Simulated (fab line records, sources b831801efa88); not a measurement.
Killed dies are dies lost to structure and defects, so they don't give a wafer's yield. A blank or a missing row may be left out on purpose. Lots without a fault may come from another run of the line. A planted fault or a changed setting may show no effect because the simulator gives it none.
One fault seen from 2 desks | flow sky130 | each desk has only its own numbers; what lay behind them comes last

THE METROLOGY DESK
What the gauges read, lot by lot, whatever tool the lot ran on: means of the sampled wafers that have a number. A lot is out of limits, marked OUT, if its mean lies more than 4 standard deviations from the usual mean; the brackets give that distance.
Columns: A = LDD_N_TW at SKY_LDD_N_TW_MEAS_17, usual 2570
lot  | first seen here | A
L126 | day 17 16:04    | 2542
L127 | day 17 21:28    | 2538
L128 | day 18 05:01    | 2606
L131 | day 20 06:32    | 2598
L130 | day 20 10:33    | 2576
L133 | day 20 14:34    | 2595
L132 | day 20 15:52    | 2561
L134 | day 20 19:48    | 2601
L142 | day 23 12:44    | 2569
L143 | day 23 16:54    | 2540
L144 | day 24 03:05    | 2550
L146 | day 24 16:55    | 2545
L149 | day 25 15:47    | 2569
This desk's finding: nothing out of limits on any of the 13 lots.

THE TOOL OWNER'S DESK: litho_track-01
The tool's own readings at SKY_LDD_P_DEVELOP_06 (develop time 60 s): means of the sampled wafers that have a number, for each lot that ran on this tool. A lot is out of limits, marked OUT, if its mean lies more than 4 standard deviations from the usual mean; the brackets give that distance.
Columns: A = developer_temp_C at SKY_LDD_P_DEVELOP_06, usual 23.02 C
lot  | first seen here | A
L126 | day 18 22:20    | 23.07
L128 | day 19 10:28    | 23.03
L131 | day 21 09:25    | 23.10
L130 | day 21 12:10    | 22.89
L132 | day 21 17:41    | 22.13 (-8.1) OUT
L134 | day 22 01:50    | 22.16 (-7.8) OUT
This desk's finding: out of limits on L132, L134; first on L132, day 21 17:41 (developer_temp_C at SKY_LDD_P_DEVELOP_06). In limits: L126, L128, L131, L130.

PUT TOGETHER
The tool owner's desk could have raised an alarm at day 21 17:41, on L132, L134.
The metrology desk saw nothing out of limits.
The metrology desk has L132, L134 on record, within its limits.
Of the lots named, all ran SKY_LDD_P_DEVELOP_06 on litho_track-01.

WHAT THE SIMULATOR HAD PUT IN
Process parameter drift: litho_track-01, from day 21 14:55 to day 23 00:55, at SKY_LDD_P_DEVELOP_06. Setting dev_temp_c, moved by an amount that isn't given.
Lots struck among those shown: L132, L134.
Hours from the fault's start to each desk's first reading out of limits: the tool owner's desk, 3.
